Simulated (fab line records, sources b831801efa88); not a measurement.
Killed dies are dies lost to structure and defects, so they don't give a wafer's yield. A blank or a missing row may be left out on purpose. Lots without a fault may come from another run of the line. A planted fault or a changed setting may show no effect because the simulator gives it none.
fab line records | flow gf180mcu
record lots=13 wafers=39 last_day=34
route steps=602 shown HV_LDD@187 PSD@261 NSD@262 CONTACT@312
lots that met no fault: from a run of the same line without faults
start_h: hours from the record's first day to the start of the lot's first wafer shown | wait_h: hours since the lot's step before | " the same as in the row above | L1.1+2: a row that stands for several wafers | - no value, or no start given | * or withheld: withheld | < > ~ a bound
route shown NAME@n: a module of which the file shows steps, and the number in the route of the first | usual: mean/standard deviation of fault-free wafers | same: alike in all rows | chamber/n: place in a boat | sites: the reading at each site | _std_site: their standard deviation | _edge_site: outer sites' mean less inner sites' | radius_mm: how far each site lies from the wafer's centre | mask NAME#n: copy n | behind: the tool/chamber that last shaped the wafer | hold: why the lot was held/for how many hours/how that ended | device: the transistor (n, p or np) that didn't switch | end of line: the same wafers' tests at the end of the route | a step without rows: its recipe alone | killed: dies lost to structure and defects at the first sort, not the wafer's yield | map: a wafer's dies, x killed, . not, _ none there
set.NAME: the setting as run; set.NAME@STEP: as run at that earlier step | model.NAME: the simulator's own value behind a step, which no gauge read
steps of the route over a sample of lots; a table a step, a row a wafer
services: from which hour (start_h, from the record's first day; less than 0 if before it) a tool's chamber was out of use, for how many hours, and why
## steps
# step GF_HV_LDD_TW_MEAS_11
# usual HV_LDD_TW=2409/12
# columns lot.wafer tool chamber start_h wait_h HV_LDD_TW
L698.3 film_metro-02 - 232.65 0.1 2398
L698.5 " - " " 2404
L698.6 " - " " 2404
L699.1 film_metro-01 - 235.45 0.1 2418
L699.3 " - " " 2395
L699.5 " - " " 2403
L701.3 film_metro-03 - 251.67 0.1 2411
L701.5 " - " " 2410
L701.6 " - " " 2416
L702.2 film_metro-03 - 259.96 0.1 2418
L702.4 " - " " 2420
L702.5 " - " " 2417
L705.3 film_metro-03 - 282.45 0.1 2421
L705.4 " - " " 2411
L705.6 " - " " 2411
L706.2 film_metro-03 - 290.84 0.1 2412
L706.5 " - " " 2421
L706.6 " - " " 2417
L707.2 film_metro-01 - 301.47 0.1 2416
L707.3 " - " " 2404
L707.6 " - " " 2406
L709.1 film_metro-03 - 312.59 0.1 2405
L709.4 " - " " 2405
L709.5 " - " " 2408
L715.1 film_metro-01 - 353.89 0.1 2397
L715.3 " - " " 2395
L715.6 " - " " 2393
L716.2 film_metro-01 - 365.49 0.1 2401
L716.4 " - " " 2411
L716.5 " - " " 2405
L717.2 film_metro-03 - 368.22 0.1 2409
L717.3 " - " " 2404
L717.4 " - " " 2407
L718.2 film_metro-03 - 376.72 0.1 2400
L718.3 " - " " 2402
L718.4 " - " " 2406
L719.4 film_metro-03 - 382.76 0.1 2409
L719.5 " - " " 2399
L719.6 " - " " 2406
# step GF_HV_LDD_CD_MEAS_46
# recipe target_cd_nm=400
# usual cd_nm=398.8/2.1
# columns lot.wafer tool chamber start_h wait_h cd_nm
L698.3 cd_sem-01 - 289.57 0.1 396.9
L698.5 " - " " 397.7
L698.6 " - " " 397.8
L699.1 cd_sem-01 - 292.93 0.1 400.8
L699.3 " - " " 400.8
L699.5 " - " " 399.4
L701.3 cd_sem-01 - 310.12 0.1 395.1
L701.5 " - " " 397.6
L701.6 " - " " 395.7
L702.2 cd_sem-02 - 320.50 0.1 395.3
L702.4 " - " " 393.2
L702.5 " - " " 394.8
L705.3 cd_sem-01 - 344.73 0.1 399.6
L705.4 " - " " 399.7
L705.6 " - " " 400.4
L706.2 cd_sem-02 - 352.75 0.1 398.6
L706.5 " - " " 400.3
L706.6 " - " " 397.8
L707.2 cd_sem-02 - 364.20 0.1 401.2
L707.3 " - " " 403.9
L707.6 " - " " 401.3
L709.1 cd_sem-02 - 378.13 0.1 398.6
L709.4 " - " " 398.1
L709.5 " - " " 398.7
L715.1 cd_sem-02 - 424.13 0.1 395.4
L715.3 " - " " 397.5
L715.6 " - " " 395.2
L716.2 cd_sem-01 - 435.52 0.1 405.6
L716.4 " - " " 399.9
L716.5 " - " " 401.4
L717.2 cd_sem-02 - 440.52 0.1 400.6
L717.3 " - " " 398.5
L717.4 " - " " 398.1
L718.2 cd_sem-01 - 448.91 0.1 399.5
L718.3 " - " " 396.4
L718.4 " - " " 400.7
L719.4 cd_sem-02 - 454.86 0.1 397.5
L719.5 " - " " 397.8
L719.6 " - " " 396.0
# step GF_PSD_RTA_13
# recipe temp_c=1025 time_s=20 ambient=N2
# usual lamp_power_pct=36.8/0.58 wafer_temp_C_max=1028.6/0.86
# columns lot.wafer tool chamber start_h wait_h lamp_power_pct wafer_temp_C_max
L698.3 rtp_anneal-02 0 335.08 0.0 36.4 1028.7
L698.5 " 0 " " 36.5 1028.0
L698.6 " 0 " " 36.5 1028.5
L699.1 rtp_anneal-01 0 337.92 0.0 37.7 1028.1
L699.3 " 0 " " 37.7 1028.3
L699.5 " 0 " " 37.7 1028.1
L701.3 rtp_anneal-02 0 358.83 0.0 36.5 1030.8
L701.5 " 0 " " 36.5 1028.4
L701.6 " 0 " " 36.5 1028.2
L702.2 rtp_anneal-02 0 368.46 0.0 36.5 1029.8
L702.4 " 0 " " 36.5 1029.4
L702.5 " 0 " " 36.5 1028.9
L705.3 rtp_anneal-02 0 393.68 0.0 35.5 1019.3
L705.4 " 0 " " 35.6 1018.6
L705.6 " 0 " " 35.6 1018.9
L706.2 rtp_anneal-01 0 402.88 0.0 37.7 1028.8
L706.5 " 0 " " 37.8 1030.1
L706.6 " 0 " " 37.7 1027.3
L707.2 rtp_anneal-02 0 414.38 0.0 35.5 1018.5
L707.3 " 0 " " 35.6 1018.9
L707.6 " 0 " " 35.6 1018.4
L709.1 rtp_anneal-01 0 428.98 0.0 37.8 1028.1
L709.4 " 0 " " 37.7 1029.2
L709.5 " 0 " " 37.8 1029.4
L715.1 rtp_anneal-01 0 477.19 0.0 37.7 1029.8
L715.3 " 0 " " 37.8 1028.9
L715.6 " 0 " " 37.7 1028.7
L716.2 rtp_anneal-02 0 487.79 0.0 36.5 1029.3
L716.4 " 0 " " 36.5 1029.1
L716.5 " 0 " " 36.4 1028.2
L717.2 rtp_anneal-01 0 492.62 0.0 37.8 1028.4
L717.3 " 0 " " 37.7 1027.6
L717.4 " 0 " " 37.8 1028.0
L718.2 rtp_anneal-02 0 501.25 0.0 36.4 1028.5
L718.3 " 0 " " 36.4 1028.0
L718.4 " 0 " " 36.4 1029.4
L719.4 rtp_anneal-02 0 506.43 0.0 36.5 1029.2
L719.5 " 0 " " 36.5 1029.2
L719.6 " 0 " " 36.4 1028.7
# step GF_PSD_RS_MEAS_14
# recipe thk_meas_gauge=four-point-probe
# usual NSD_RS=46.60/0.083
# columns lot.wafer tool chamber start_h wait_h NSD_RS[ohm/sq]
L698.3 film_metro-04 - 335.18 0.1 46.55
L698.5 " - " " 46.54
L698.6 " - " " 46.58
L699.1 film_metro-01 - 338.05 0.1 46.50
L699.3 " - " " 46.52
L699.5 " - " " 46.63
L701.3 film_metro-04 - 358.93 0.1 46.62
L701.5 " - " " 46.73
L701.6 " - " " 46.59
L702.2 film_metro-04 - 368.55 0.1 46.50
L702.4 " - " " 46.72
L702.5 " - " " 46.57
L705.3 film_metro-04 - 393.78 0.1 47.90
L705.4 " - " " 47.94
L705.6 " - " " 47.95
L706.2 film_metro-02 - 402.97 0.1 46.57
L706.5 " - " " 46.58
L706.6 " - " " 46.57
L707.2 film_metro-04 - 414.47 0.1 47.98
L707.3 " - " " 47.94
L707.6 " - " " 48.06
L709.1 film_metro-01 - 429.07 0.1 46.54
L709.4 " - " " 46.57
L709.5 " - " " 46.45
L715.1 film_metro-04 - 477.28 0.1 46.87
L715.3 " - " " 46.78
L715.6 " - " " 46.74
L716.2 film_metro-04 - 487.88 0.1 46.62
L716.4 " - " " 46.54
L716.5 " - " " 46.58
L717.2 film_metro-01 - 492.71 0.1 46.48
L717.3 " - " " 46.63
L717.4 " - " " 46.55
L718.2 film_metro-02 - 501.34 0.1 46.56
L718.3 " - " " 46.64
L718.4 " - " " 46.63
L719.4 film_metro-04 - 506.53 0.1 46.62
L719.5 " - " " 46.66
L719.6 " - " " 46.69
# step GF_PSD_RS_MEAS_15
# recipe thk_meas_gauge=four-point-probe
# usual PSD_RS=108.6/0.3
# columns lot.wafer tool chamber start_h wait_h PSD_RS[ohm/sq]
L698.3 film_metro-04 - 335.30 0.1 108.1
L698.5 " - " " 108.5
L698.6 " - " " 108.7
L699.1 film_metro-01 - 338.17 0.1 108.5
L699.3 " - " " 108.5
L699.5 " - " " 108.5
L701.3 film_metro-04 - 359.05 0.1 108.7
L701.5 " - " " 108.3
L701.6 " - " " 108.5
L702.2 film_metro-04 - 368.67 0.1 108.6
L702.4 " - " " 108.8
L702.5 " - " " 108.6
L705.3 film_metro-04 - 393.90 0.1 114.5
L705.4 " - " " 114.6
L705.6 " - " " 114.7
L706.2 film_metro-02 - 403.09 0.1 108.6
L706.5 " - " " 108.2
L706.6 " - " " 108.3
L707.2 film_metro-04 - 414.59 0.1 115.5
L707.3 " - " " 115.4
L707.6 " - " " 115.6
L709.1 film_metro-01 - 429.19 0.1 108.4
L709.4 " - " " 108.2
L709.5 " - " " 108.1
L715.1 film_metro-04 - 477.40 0.1 108.6
L715.3 " - " " 109.0
L715.6 " - " " 109.1
L716.2 film_metro-04 - 488.00 0.1 108.5
L716.4 " - " " 108.6
L716.5 " - " " 108.5
L717.2 film_metro-01 - 492.83 0.1 108.3
L717.3 " - " " 108.6
L717.4 " - " " 108.5
L718.2 film_metro-02 - 501.46 0.1 108.2
L718.3 " - " " 108.4
L718.4 " - " " 108.4
L719.4 film_metro-04 - 506.65 0.1 108.4
L719.5 " - " " 108.6
L719.6 " - " " 108.4
# step GF_CONTACT_RS_MEAS_25
# recipe thk_meas_gauge=four-point-probe reads=W_of_CONTACT_CVD_24+TiN_of_CONTACT_SPUTTER_23+Ti_of_CONTACT_SPUTTER_22
# usual CONTACT_W_RS=0.383/0.0047
# columns lot.wafer tool chamber start_h wait_h CONTACT_W_RS[ohm/sq]
L698.3 film_metro-01 - 381.74 0.1 0.378
L698.5 " - " " 0.379
L698.6 " - " " 0.388
L699.1 film_metro-01 - 383.82 0.1 0.379
L699.3 " - " " 0.392
L699.5 " - " " 0.385
L701.3 film_metro-01 - 408.14 0.1 0.378
L701.5 " - " " 0.383
L701.6 " - " " 0.388
L702.2 film_metro-01 - 418.09 0.1 0.384
L702.4 " - " " 0.385
L702.5 " - " " 0.384
L705.3 film_metro-02 - 444.26 0.1 0.378
L705.4 " - " " 0.385
L705.6 " - " " 0.377
L706.2 film_metro-01 - 454.09 0.1 0.385
L706.5 " - " " 0.386
L706.6 " - " " 0.380
L707.2 film_metro-03 - 465.41 0.1 0.382
L707.3 " - " " 0.383
L707.6 " - " " 0.379
L709.1 film_metro-02 - 480.19 0.1 0.379
L709.4 " - " " 0.377
L709.5 " - " " 0.376
L715.1 film_metro-01 - 526.82 0.1 0.387
L715.3 " - " " 0.379
L715.6 " - " " 0.383
L716.2 film_metro-01 - 536.67 0.1 0.381
L716.4 " - " " 0.376
L716.5 " - " " 0.374
L717.2 film_metro-01 - 541.90 0.1 0.381
L717.3 " - " " 0.379
L717.4 " - " " 0.385
L718.2 film_metro-03 - 550.12 0.2 0.384
L718.3 " - " " 0.384
L718.4 " - " " 0.382
L719.4 film_metro-01 - 554.82 0.1 0.381
L719.5 " - " " 0.393
L719.6 " - " " 0.385
## services
# columns tool chamber start_h hours kind
rtp_anneal-02 - 443.51 2.6 pm
## key
first_sign step=GF_PSD_RTA_13 reading=wafer_temp_C_max direction=down sigmas=11 usual=* struck=*
effect step=GF_PSD_RTA_13 reading=lamp_power_pct direction=down sigmas=2.2 usual=36.8 struck=35.6
effect step=GF_PSD_RS_MEAS_14 reading=NSD_RS direction=up sigmas=16 usual=46.60 struck=47.96
effect step=GF_PSD_RS_MEAS_15 reading=PSD_RS direction=up sigmas=21 usual=108.6 struck=115.1
met_at GF_PSD_RTA_13
struck_lots L705,L707
tester_left_out L705,L707
not_acting_at GF_HV_LDD_TW_MEAS_11,GF_HV_LDD_CD_MEAS_46,GF_CONTACT_RS_MEAS_25
onset_between 368.46 393.68
fault kind=process_parameter_drift tool=rtp_anneal-02 chamber=- onset_h=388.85 steps=GF_PSD_RTA_13 channel=temp_c offset=* shape=step end_h=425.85 acts_in=* stated=*
# tester_left_out: of these lots the tester's yield and bins aren't shown, on N5 and GAA mostly nor the transistor test; their killed dies are dies lost to structure and defects alone, not to doping, threshold or leakage, so they don't give the yield
